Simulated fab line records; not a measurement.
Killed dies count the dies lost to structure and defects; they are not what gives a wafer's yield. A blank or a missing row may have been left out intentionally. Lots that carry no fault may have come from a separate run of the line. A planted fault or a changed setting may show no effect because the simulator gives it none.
Split-lot study | flow gf180mcu | 5 lots, 23 wafers read, on a route of 602 steps

## SPLIT DETAILS
At GF_STI_CVD_03 (deposits Si3N4 from DCS/NH3, target thk 207.16 nm, time 3551 s), the setting time s was moved away from the recipe's 3551 s on 10 of the 23 wafers read, by +12.3% to +13.0%. This setting was run at the recipe's value on the other wafers.

## FROM THE SPLIT TO THE READING: what the file shows between them, 2 steps
- GF_STI_THK_MEAS_04
- GF_STI_DEVELOP_11: develop time 60 s (also split here: develop time s)

## THE READING
oes product au, in a.u., at GF_STI_ETCH_13 (etches the open film in CHF3/O2, stops on Si, target depth 282.31 nm, time 112.9 s). Fault-free wafers of this fab line usually give 0.830 a.u., standard deviation 0.0066 a.u.

wafer  | tool, chamber at the split | time s as run, s | against the recipe | oes product au, a.u. | against lot-mates on the recipe
L075.1 | -, -                       | 3551             | recipe             | 0.835                | -
L075.3 | -, -                       | 3551             | recipe             | 0.834                | -
L075.4 | -, -                       | 3551             | recipe             | 0.834                | -
L075.5 | -, -                       | 3551             | recipe             | 0.838                | -
L075.6 | -, -                       | 3551             | recipe             | 0.827                | -
L076.3 | lpcvd-01, 0                | 3551             | recipe             | 0.823                | -
L076.4 | lpcvd-01, 0                | 3551             | recipe             | 0.830                | -
L076.6 | lpcvd-01, 0                | 3551             | recipe             | 0.831                | -
L079.2 | -, -                       | 4012             | +13.0%             | 0.890                | no lot-mate on the recipe
L079.3 | -, -                       | 4012             | +13.0%             | 0.890                | no lot-mate on the recipe
L079.4 | -, -                       | 4012             | +13.0%             | 0.892                | no lot-mate on the recipe
L079.5 | -, -                       | 4012             | +13.0%             | 0.891                | no lot-mate on the recipe
L079.6 | -, -                       | 4012             | +13.0%             | 0.891                | no lot-mate on the recipe
L083.1 | -, -                       | 3988             | +12.3%             | 0.889                | no lot-mate on the recipe
L083.2 | -, -                       | 3988             | +12.3%             | 0.883                | no lot-mate on the recipe
L083.3 | -, -                       | 3988             | +12.3%             | 0.895                | no lot-mate on the recipe
L083.5 | -, -                       | 3988             | +12.3%             | 0.890                | no lot-mate on the recipe
L083.6 | -, -                       | 3988             | +12.3%             | 0.883                | no lot-mate on the recipe
L084.1 | -, -                       | 3551             | recipe             | 0.816                | -
L084.2 | -, -                       | 3551             | recipe             | 0.826                | -
L084.3 | -, -                       | 3551             | recipe             | 0.828                | -
L084.4 | -, -                       | 3551             | recipe             | 0.825                | -
L084.6 | -, -                       | 3551             | recipe             | 0.829                | -

THE FIT
A straight line over all 23 wafers: oes product au changes by +0.00478 a.u. for each +1% of time s; r = +0.99; the points scatter about the line by 0.0049 a.u.
Too few moved wafers have a lot-mate on the recipe to fit a line with each lot's own level taken away.

## THE WHOLE CHAIN: every reading that the file lists as answering this split, in the file's order
step               | what it does                                                                       | reading                                                                     | change (the file's fit)                   | r (the file's)
GF_STI_CVD_03      | deposits Si3N4 from DCS/NH3, target thk 207.16 nm, time 3551 s                     | Si3N4_of_STI_CVD_03.thk nm (the simulator's own value, which no gauge read) | +2.1 nm for each +1% of the setting       | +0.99
GF_STI_THK_MEAS_04 |                                                                                    | STI_CVD_03_THK                                                              | +2.1 for each +1% of the setting          | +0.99
GF_STI_ETCH_13     | etches the open film in CHF3/O2, stops on Si, target depth 282.31 nm, time 112.9 s | oes product au                                                              | +0.00478 a.u. for each +1% of the setting | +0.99
GF_STI_ETCH_13     | etches the open film in CHF3/O2, stops on Si, target depth 282.31 nm, time 112.9 s | etch.depth nm (the simulator's own value, which no gauge read)              | +2.06 nm for each +1% of the setting      | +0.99

## FILE'S OWN FIT
oes product au changes by +0.00478 a.u. for each +1% of time s, r = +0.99.
